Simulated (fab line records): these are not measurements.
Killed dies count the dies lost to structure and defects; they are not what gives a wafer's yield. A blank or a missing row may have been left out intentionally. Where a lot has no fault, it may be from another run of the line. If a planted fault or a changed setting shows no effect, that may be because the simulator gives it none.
fab line records	flow sfqLine
[record] lots = 14	wafers = 41	lastDay = 92
route steps=325 shown L0@3
lots that met no fault: from a run of the same line without faults
startH: the number of hours between the record's first day and the start of the first shown wafer of the lot	waitH: hours from the lot's prior step to this one	" the same as in the row above	L1.1+2: several wafers, shown together as one row	- no value, or no start given	* or withheld: withheld	< > ~ a bound
route shown NAME@n: NAME is a module with steps in the file, n the number in the route of the first one	usual: the fault-free wafers' mean and standard deviation	same: alike in all rows	chamber/n: place in a boat	sites: per-site readings	_std_site: standard deviation across them	_edge_site: the outer-site mean with the inner-site mean subtracted	radiusMm: how far each site lies from the wafer's centre	mask NAME#n: copy n	behind: tool/chamber where the wafer was last shaped	hold: what put the lot on hold/how long, in hours/how the hold closed	device: transistor that didn't switch, given as n, p or np	end of line: tests run on the same wafers once the route is complete	a step without rows: its recipe alone	killed: at the first sort, the dies lost to defects and structure; wafer yield is something else	map: dies across one wafer; x = killed, . = not, _ = none there
set.NAME: the setting that was run; set.NAME@STEP: the one run at that earlier step	model.NAME: the simulator's own value behind a step, which no gauge read
a sample of lots followed through the steps of the route, with each step as a table and each wafer as a row
services: from which hour (startH, from the record's first day; less than 0 if before it) a tool's chamber was out of use, for how many hours, and why
[[steps]]
[step SFQ_TRILAYER_L0_DEP_SPUTTER_003]
[recipe] material = MoNx_KI	basePressurePa = 1.33e-06	targetThkNm = 40	powerW = 800	timeS = 100	chamberPressurePa = 0.4
[usual] throttleValvePct = 30.1/1.1
lot.wafer	tool	chamber	startH	waitH	throttleValvePct
L349.2	pvdSputter-04	-	12.49	0.0	31.1
L349.5	"	-	"	"	31.3
L349.6	"	-	"	"	29.3
L350.2	pvdSputter-03	-	17.49	0.0	30.7
L350.5	"	-	"	"	28.8
L350.6	"	-	"	"	30.7
L351.1	pvdSputter-06	-	22.49	0.0	31.5
L351.4	"	-	"	"	30.3
L351.5	"	-	"	"	28.8
L352.3	pvdSputter-03	-	27.49	0.0	28.8
L352.4	"	-	"	"	31.9
L352.6	"	-	"	"	29.0
L353.4	pvdSputter-06	-	32.49	0.0	30.2
L353.5	"	-	"	"	28.9
L353.6	"	-	"	"	30.3
L356.2	pvdSputter-03	-	47.49	0.0	28.9
L356.3	"	-	"	"	30.6
L356.6	"	-	"	"	31.7
L357.2	pvdSputter-03	-	52.49	0.0	30.6
L357.5	"	-	"	"	28.6
L357.6	"	-	"	"	30.9
L364.1	pvdSputter-06	-	87.49	0.0	30.3
L364.2	"	-	"	"	28.9
L365.2	pvdSputter-04	-	92.49	0.0	29.2
L365.3	"	-	"	"	30.9
L365.6	"	-	"	"	31.1
L366.1	pvdSputter-06	-	97.49	0.0	28.9
L366.4	"	-	"	"	29.1
L366.5	"	-	"	"	28.9
L367.1	pvdSputter-03	-	102.49	0.0	30.8
L367.3	"	-	"	"	31.8
L367.6	"	-	"	"	31.5
L368.2	pvdSputter-04	-	107.49	0.0	31.4
L368.5	"	-	"	"	29.1
L368.6	"	-	"	"	31.4
L370.2	pvdSputter-03	-	117.49	0.0	30.5
L370.4	"	-	"	"	28.7
L370.6	"	-	"	"	28.8
L372.2	pvdSputter-04	-	127.49	0.0	31.0
L372.3	"	-	"	"	31.5
L372.5	"	-	"	"	30.9
[step SFQ_L0_RS_MEAS_901]
[recipe] thkMeasGauge = four-point-probe	reads = MoNx_KI_of_TRILAYER_L0_DEP_SPUTTER_003
[usual] L0_MONX_KI_RS = 43.5/0.4
lot.wafer	tool	chamber	startH	waitH	hold	L0_MONX_KI_RS[ohm/sq]
L349.2	filmMetro-02	-	12.58	0.1	-	43.1
L349.5	"	-	"	"	-	43.6
L349.6	"	-	"	"	-	43.8
L350.2	filmMetro-04	-	17.58	0.1	-	42.9
L350.5	"	-	"	"	-	43.1
L350.6	"	-	"	"	-	43.0
L351.1	filmMetro-02	-	22.56	0.0	-	43.8
L351.4	"	-	"	"	-	44.2
L351.5	"	-	"	"	-	43.6
L352.3	filmMetro-04	-	27.60	0.1	-	43.6
L352.4	"	-	"	"	-	42.7
L352.6	"	-	"	"	-	43.6
L353.4	filmMetro-04	-	32.62	0.1	-	44.0
L353.5	"	-	"	"	-	43.7
L353.6	"	-	"	"	-	44.1
L356.2	filmMetro-01	-	47.58	0.1	-	43.9
L356.3	"	-	"	"	-	43.8
L356.6	"	-	"	"	-	43.4
L357.2	filmMetro-04	-	52.58	0.1	-	43.7
L357.5	"	-	"	"	-	43.5
L357.6	"	-	"	"	-	43.3
L364.1	filmMetro-02	-	87.56	0.0	awaitDispo/0.2h/release	43.3
L364.2	"	-	"	"	awaitDispo/0.2h/release	66.7
L364.1	filmMetro-02	-	87.85	0.3	-	43.2
L364.2	"	-	"	"	-	66.8
L365.2	filmMetro-01	-	92.58	0.1	-	43.1
L365.3	"	-	"	"	-	43.1
L365.6	"	-	"	"	-	43.1
L366.1	filmMetro-04	-	97.56	0.0	awaitDispo/0.2h/release	43.5
L366.4	"	-	"	"	awaitDispo/0.2h/release	67.6
L366.5	"	-	"	"	awaitDispo/0.2h/release	43.4
L366.1	filmMetro-04	-	97.85	0.3	-	43.5
L366.4	"	-	"	"	-	67.4
L366.5	"	-	"	"	-	43.5
L367.1	filmMetro-01	-	102.56	0.0	-	43.4
L367.3	"	-	"	"	-	42.9
L367.6	"	-	"	"	-	43.3
L368.2	filmMetro-02	-	107.58	0.1	-	43.7
L368.5	"	-	"	"	-	43.3
L368.6	"	-	"	"	-	43.8
L370.2	filmMetro-01	-	117.58	0.1	-	43.9
L370.4	"	-	"	"	-	43.8
L370.6	"	-	"	"	-	44.0
L372.2	filmMetro-04	-	127.58	0.1	-	43.8
L372.3	"	-	"	"	-	44.6
L372.5	"	-	"	"	-	43.6
[step SFQ_L0_THK_MEAS_902]
[recipe] thkMeasGauge = xrf	reads = MoNx_KI_of_TRILAYER_L0_DEP_SPUTTER_003
[usual] L0_MONX_KI_THK = 40.0/0.41
lot.wafer	tool	chamber	startH	waitH	hold	L0_MONX_KI_THK[nm]
L349.2	filmMetro-02	-	12.69	0.1	-	40.4
L349.5	"	-	"	"	-	40.1
L349.6	"	-	"	"	-	39.7
L350.2	filmMetro-04	-	17.69	0.1	-	40.3
L350.5	"	-	"	"	-	40.2
L350.6	"	-	"	"	-	40.5
L351.1	filmMetro-02	-	22.68	0.1	-	39.6
L351.4	"	-	"	"	-	39.4
L351.5	"	-	"	"	-	40.1
L352.3	filmMetro-04	-	27.70	0.1	-	39.9
L352.4	"	-	"	"	-	40.6
L352.6	"	-	"	"	-	39.7
L353.4	filmMetro-04	-	32.71	0.1	-	39.4
L353.5	"	-	"	"	-	39.8
L353.6	"	-	"	"	-	39.2
L356.2	filmMetro-01	-	47.69	0.1	-	39.6
L356.3	"	-	"	"	-	39.6
L356.6	"	-	"	"	-	39.9
L357.2	filmMetro-04	-	52.69	0.1	-	39.5
L357.5	"	-	"	"	-	39.8
L357.6	"	-	"	"	-	39.9
L364.1	filmMetro-02	-	90.76	2.9	awaitDispo/0.2h/release	40.1
L364.2	"	-	"	"	awaitDispo/0.2h/release	26.1
L364.1	filmMetro-02	-	90.99	0.2	-	40.1
L364.2	"	-	"	"	-	26.1
L365.2	filmMetro-01	-	92.69	0.1	-	40.4
L365.3	"	-	"	"	-	40.4
L365.6	"	-	"	"	-	40.4
L366.1	filmMetro-04	-	99.74	1.9	awaitDispo/0.2h/release	40.0
L366.4	"	-	"	"	awaitDispo/0.2h/release	25.7
L366.5	"	-	"	"	awaitDispo/0.2h/release	40.0
L366.1	filmMetro-04	-	99.97	0.2	-	39.9
L366.4	"	-	"	"	-	25.9
L366.5	"	-	"	"	-	40.0
L367.1	filmMetro-01	-	102.68	0.1	-	40.1
L367.3	"	-	"	"	-	40.8
L367.6	"	-	"	"	-	40.2
L368.2	filmMetro-02	-	107.69	0.1	-	39.8
L368.5	"	-	"	"	-	40.2
L368.6	"	-	"	"	-	40.0
L370.2	filmMetro-01	-	117.69	0.1	-	39.9
L370.4	"	-	"	"	-	39.8
L370.6	"	-	"	"	-	39.6
L372.2	filmMetro-04	-	127.69	0.1	-	39.6
L372.3	"	-	"	"	-	38.9
L372.5	"	-	"	"	-	39.7
[step SFQ_TRILAYER_L0_ETCH_METAL_ETCH_008]
[recipe] target = MoNx_KI	stopOn = SiO2	maskMaterial = PR	chemistry = SF6/O2	targetDepthNm = 50	icpW = 600	biasW = 80	pressureMtorr = 10	timeS = 25
[usual] drypumpMotorCurrentA = 5.8/0.35	oesProductAu = 0.873/0.0061
lot.wafer	tool	chamber	startH	waitH	drypumpMotorCurrentA	oesProductAu	rfHoursCounterH
L349.2	rieMetal-02	1	63.04	0.0	6.3	0.877	166
L349.5	"	1	"	"	6.3	0.871	-
L349.6	"	0	"	"	5.5	0.875	-
L350.2	rieMetal-04	0	66.64	0.0	5.8	0.881	153
L350.5	"	1	"	"	6.2	0.881	-
L350.6	"	0	"	"	5.8	0.870	-
L351.1	rieMetal-02	0	67.84	0.0	5.5	0.866	90
L351.4	"	0	"	"	5.5	0.865	-
L351.5	"	0	"	"	5.5	0.878	-
L352.3	rieMetal-04	1	69.05	0.0	6.2	0.870	-
L352.4	"	0	"	"	5.8	0.878	-
L352.6	"	1	"	"	6.2	0.868	-
L353.4	rieMetal-01	0	71.45	0.0	5.5	0.867	-
L353.5	"	0	"	"	5.5	0.862	-
L353.6	"	1	"	"	5.4	0.863	-
L356.2	rieMetal-04	1	77.46	0.1	6.2	0.860	120
L356.3	"	1	"	"	6.2	0.869	-
L356.6	"	1	"	"	6.2	0.873	-
L357.2	rieMetal-01	0	82.99	0.0	5.5	0.877	8
L357.5	"	1	"	"	5.5	0.877	-
L357.6	"	0	"	"	5.5	0.868	-
L364.1	rieMetal-02	1	122.97	0.0	6.3	0.888	178
L364.2	"	0	"	"	5.5	0.705	100
L365.2	rieMetal-01	1	127.77	0.0	5.5	0.876	196
L365.3	"	0	"	"	5.5	0.877	-
L365.6	"	0	"	"	5.5	0.877	-
L366.1	rieMetal-02	1	132.57	0.0	6.3	0.876	180
L366.4	"	0	"	"	5.4	0.697	-
L366.5	"	1	"	"	6.3	0.873	-
L367.1	rieMetal-04	1	137.37	0.0	6.2	0.873	132
L367.3	"	0	"	"	5.8	0.876	-
L367.6	"	1	"	"	6.2	0.882	-
L368.2	rieMetal-04	0	142.17	0.0	5.8	0.875	167
L368.5	"	1	"	"	6.2	0.881	-
L368.6	"	0	"	"	5.8	0.875	-
L370.2	rieMetal-02	0	154.17	0.0	5.5	0.873	107
L370.4	"	1	"	"	6.3	0.868	-
L370.6	"	0	"	"	5.5	0.860	-
L372.2	rieMetal-02	0	164.77	0.0	5.5	0.868	109
L372.3	"	1	"	"	6.3	0.861	-
L372.5	"	1	"	"	6.3	0.874	-
[[services]]
tool	chamber	startH	hours	kind
rieMetal-01	0	6.15	-	clean
rieMetal-01	0	6.15	-	consumableReplace:focusRing
rieMetal-01	0	6.15	23.1	scheduledDown
rieMetal-01	0	6.15	23.1	ventCycle
pvdSputter-03	2	16.61	-	consumableReplace:kit
pvdSputter-03	2	16.61	18.0	scheduledDown
pvdSputter-03	2	16.61	18.0	ventCycle
rieMetal-02	-	74.25	1.4	pm
rieMetal-04	-	82.32	2.8	pm
pvdSputter-06	3	100.30	-	consumableReplace:kit
pvdSputter-06	3	100.30	18.0	scheduledDown
pvdSputter-06	3	100.30	18.0	ventCycle
rieMetal-01	0	113.52	6.9	repair
rieMetal-04	0	128.13	6.3	repair
pvdSputter-06	-	131.35	2.4	repair
rieMetal-04	-	139.01	0.4	repair
[[key]]
[firstSign] step = SFQ_L0_RS_MEAS_901	reading = visit	direction = added
[effect] step = SFQ_L0_RS_MEAS_901	reading = L0_MONX_KI_RS	direction = up	sigmas = 59	usual = 43.5	struck = 67.1
[effect] step = SFQ_L0_THK_MEAS_902	reading = visit	direction = added
[effect] step = SFQ_L0_THK_MEAS_902	reading = L0_MONX_KI_THK	direction = down	sigmas = 35	usual = 40.0	struck = 25.9
[effect] step = SFQ_TRILAYER_L0_ETCH_METAL_ETCH_008	reading = oesProductAu	direction = down	sigmas = 28	usual = 0.873	struck = 0.701
metAt SFQ_TRILAYER_L0_DEP_SPUTTER_003
struckLots L364,L366
struckWafers L364.2,L366.4
onsetBetween 32.49 87.49
[fault] kind = processParameterDrift	tool = pvdSputter-06	chamber = -	onsetH = 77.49	steps = SFQ_TRILAYER_L0_DEP_SPUTTER_003	channel = targetThkNm	offset = -14.315	shape = step	endH = 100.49	scope = struckWafersOnly	actsIn = theseRecipesOnly	stated = 40
